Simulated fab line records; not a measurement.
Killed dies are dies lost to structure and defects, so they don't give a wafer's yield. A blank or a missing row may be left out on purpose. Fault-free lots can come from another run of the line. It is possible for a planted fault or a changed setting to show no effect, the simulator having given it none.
Comparing a struck lot with a sound one ; flow sky130 ; 15 out of 708 route steps
Sound: the wafers L341.2, L341.4, L341.5. Wafers struck: L348.4, L348.5, L348.6. Last of all comes the cause.
For every step that has rows: the tool of each side, followed by ch and its chambers, followed by its first start. Under that, the readings that differ: sound wafers ; struck wafers ; difference of the means ; sigmas: that difference in standard deviations of wafers without a fault.
alike: same words and numbers on both sides, and readings whose means sit less than 2 such deviations apart. not compared: any withheld reading, any reading some wafer has no value for, any bound like >300 that may hide the same value, and any number with overlapping values for which the record gives no deviation.
Wherever a step has rows on one side only, a row that says differs or no value, or a row with sigmas, the two part there. When numbers do not overlap yet have no deviation, they are printed without sigmas and do not part them. Lack of a reading on every wafer of one side parts them only where that side has two or more wafers.

first, 1 step without rows for these wafers: SKY_VIA1_CMP_24 (polishes, stops on SiO2, t overpolish 15 s, target thk 0 nm).
SKY_METAL2_SPUTTER_00: material Ti, target thk 15 nm, time 10 s.
  sound: pvd sputter-04 at day 34 03:54; struck: pvd sputter-01 at day 37 00:16
  alike: cathode dc power W, throttle valve pct
SKY_METAL2_SPUTTER_01: material TiN, target thk 20 nm, time 16.7 s.
  sound: pvd sputter-04 at day 34 03:56; struck: pvd sputter-01 at day 37 00:17
  alike: cathode dc power W, throttle valve pct
SKY_METAL2_SPUTTER_02: material AlCu, target thk 250 nm, time 13.3 s.
  sound: pvd sputter-04 at day 34 03:57; struck: pvd sputter-01 at day 37 00:19
  alike: cathode dc power W, throttle valve pct
SKY_METAL2_SPUTTER_03: material Ti, target thk 5 nm, time 3.3 s.
  sound: pvd sputter-04 at day 34 03:59; struck: pvd sputter-01 at day 37 00:20
  alike: cathode dc power W, throttle valve pct
SKY_METAL2_SPUTTER_04: material TiN, target thk 70 nm, time 58.3 s.
  sound: pvd sputter-04 at day 34 03:59; struck: pvd sputter-01 at day 37 00:22
  alike: cathode dc power W, throttle valve pct
SKY_METAL2_RS_MEAS_05: a four-point-probe measurement.
  sound: film metro-03 at day 34 04:04; struck: film metro-02 at day 37 00:28
  alike: METAL2_ALCU_RS
SKY_METAL2_THK_MEAS_06: measures by xrf.
  sound: film metro-03 at day 34 04:10; struck: film metro-02 at day 37 00:34
  alike: METAL2_ALCU_THK
then, 4 steps without rows for these wafers: SKY_METAL2_DEHYDRATE_07 (time 60 s); SKY_METAL2_HMDS_08 (prime time 60 s); SKY_METAL2_COAT_09 (resist thk 60 nm); SKY_METAL2_COAT_10 (resist thk 450 nm).
SKY_METAL2_SOFTBAKE_11: time 90 s.
  sound on litho track-02 ch 0, day 34 17:00; struck on litho track-03 ch 0, day 37 13:00
reading;sound;struck;difference;sigmas
heater power total W (W);57.25 57.33 57.28;58.04 57.87 58.05;+0.70;+6
run length s (s);119.1 119.1 118.9;116.8 116.5 116.5;-2.4;-8
then, 1 step without rows for these wafers: SKY_METAL2_EXPOSE_12 (exposes mask MM2, target cd 140 nm).
SKY_PAD_OPEN_PROBE_99:
  rows exist in the record for the sound wafers here (prober-02, day 45 21:16), none for the struck ones

WHERE THEY PART
At SKY_METAL2_SOFTBAKE_11 first; at SKY_PAD_OPEN_PROBE_99 last (within this record only).

WHY: whatever the simulator had introduced
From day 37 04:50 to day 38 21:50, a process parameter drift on litho track-03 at SKY_METAL2_SOFTBAKE_11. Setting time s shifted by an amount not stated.
